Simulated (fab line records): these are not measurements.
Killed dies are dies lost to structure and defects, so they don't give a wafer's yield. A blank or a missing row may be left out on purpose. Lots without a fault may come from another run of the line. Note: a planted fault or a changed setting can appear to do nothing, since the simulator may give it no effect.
One fault seen from 2 desks	flow sky130	numbers are kept per desk, each desk with only its own; the story behind them comes last

## AT THE METROLOGY DESK
Means of the sampled wafers that have a number, per lot and without regard to the tool the lot ran on: this is what the gauges read. A lot is out of limits, marked OUT, if its mean lies more than 4 standard deviations from the usual mean; the brackets give that distance.
Columns: A = METAL4_OVL at SKY_METAL4_OVL_MEAS_14, usual 0 nm
lot	first seen here	A
L242	day 42 03:55	-5
L248	day 43 23:37	5
L250	day 44 01:25	-2
L249	day 44 02:12	-1
L251	day 44 13:52	3
L253	day 44 20:07	0
L252	day 44 21:39	0
L254	day 45 00:40	-1
L255	day 45 15:52	5
L256	day 45 16:07	-8
L257	day 45 22:06	5
L259	day 46 09:49	-1
L265	day 48 02:01	-4
This desk's verdict: no lot among the 13 shows anything out of limits.

## DESK OF THE TOOL OWNER: implanter-01
SKY_SD_N_IMPLANT_10, tool's own readings: per-lot mean of the sampled wafers with a number, covering each lot this tool ran. A lot is out of limits, marked OUT, if its mean lies more than 4 standard deviations from the usual mean; the brackets give that distance.
Columns: A = beam-energy-keV at SKY_SD_N_IMPLANT_10, usual 20.001; B = beam-on-s at SKY_SD_N_IMPLANT_10, usual 10.7 s
lot	first seen here	A	B
L242	day 28 05:31	20.003	9.9
L249	day 30 14:35	20.001	9.9
L254	day 31 18:17	20.000	9.8
L255	day 32 12:59	20.000	10.0
L257	day 32 21:32	21.543 (+99 or more) OUT	10.1
L259	day 33 14:32	21.551 (+99 or more) OUT	10.1
This desk's finding: out of limits on L257, L259; first on L257, day 32 21:32 (beam-energy-keV at SKY_SD_N_IMPLANT_10). L242, L249, L254, L255: within limits.

## ALL TOGETHER
An alarm could have come from the tool owner's desk at day 32 21:32, on L257, L259.
Nothing out of limits was seen by the metrology desk.
The metrology desk has L257, L259 on record, within its limits.
Every lot named ran SKY_SD_N_IMPLANT_10 on implanter-01.

## WHAT THE SIMULATOR HAD PUT IN
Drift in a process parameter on implanter-01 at SKY_SD_N_IMPLANT_10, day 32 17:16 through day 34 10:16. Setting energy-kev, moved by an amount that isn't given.
Shown lots that were struck: L257, L259.
How many hours passed from the start of the fault until each desk's first out-of-limits reading: the tool owner's desk, 4.
